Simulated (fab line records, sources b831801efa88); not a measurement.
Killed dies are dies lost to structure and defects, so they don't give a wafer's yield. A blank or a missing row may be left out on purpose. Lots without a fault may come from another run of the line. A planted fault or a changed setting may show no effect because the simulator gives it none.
Problem report in the 8D (eight disciplines) form, filled by code | flow gf180mcu | the parts of the form that need people (team, actions taken, sign-off) are left out

1. THE PROBLEM
run_length_s at GF_POLY_GATE_SOFTBAKE_06 reads a mean of 92.61 s on 3 wafers of 2 lots; wafers without a fault read 89.33 s with a standard deviation of 0.24. That is +14 standard deviations from the usual mean.
The step: time 60 s.
First seen on wafer L135.6, day 13 19:00, on litho_track-03. The record holds 38 wafers of 13 lots with a number at this step. Rule for "out", or "out of limits": more than 4 standard deviations from the usual mean. The other wafers with a number count as sound.

2. WHAT IT IS AND WHAT IT IS NOT
question                    | is                     | is not
which readings at this step | run_length_s           | resist_line_temp_C
which lots                  | L135, L136             | L118, L119, L120, L121, L123, L124, L129, L137, L138, L140, L141
which wafers of those lots  | L135.6, L136.1, L136.6 | L135.2, L135.4
read on which tools         | litho_track-03         | litho_track-01, litho_track-04
when                        | from day 13 19:00      | up to then (23 sound wafers); but 12 sound wafers of L137, L138, L140, L141 came after

3. SUSPECTS, AND WHAT RULES EACH OUT
Counting: a tool at a process step up to the reading stays a suspect if it ran every lot that is out. Sound lots after the first of them don't rule it out here, since some wafers of a struck lot are sound.
- plasma_asher-03 at GF_VT_IMPLANT_STRIP_20 (strips in O2/N2): kept. It ran every lot that is out, first L135 (day 10 17:50); its last sound lot up to then is L129 (day 9 07:20).
- litho_track-03 at GF_POLY_GATE_SOFTBAKE_06 (time 60 s): kept. It ran every lot that is out, first L135 (day 13 19:00); its last sound lot up to then is L129 (day 12 09:00). Its own readings are out on those wafers: run_length_s.
Left after counting: plasma_asher-03 at GF_VT_IMPLANT_STRIP_20, litho_track-03 at GF_POLY_GATE_SOFTBAKE_06.

4. THE CAUSE (what the simulator had put in)
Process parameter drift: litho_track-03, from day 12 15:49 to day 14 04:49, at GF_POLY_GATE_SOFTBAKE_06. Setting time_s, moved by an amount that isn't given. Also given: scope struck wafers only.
Counting left 2 suspects, and this tool is among them.

5. THE CHAIN OF EFFECTS, in route order
Each row: a reading whose mean over the struck wafers that have a number lies more than 3 standard deviations from the usual. Only readings for which the record gives a usual standard deviation are gone through. hours: the time from each lot's start at the first step in this table that gives one to its start at this step, as a median over the lots. sigmas: the change in usual standard deviations.
hours | step                     | reading      | usual   | on struck wafers | change | sigmas
0     | GF_POLY_GATE_SOFTBAKE_06 | run_length_s | 89.33 s | 92.61            | +3.28  | +14
The process steps in it:
- GF_POLY_GATE_SOFTBAKE_06: time 60 s.

6. WHAT WOULD HAVE CAUGHT IT SOONER
In this record the first reading out of limits was taken at day 13 19:00, 27 hours after the fault began at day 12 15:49.
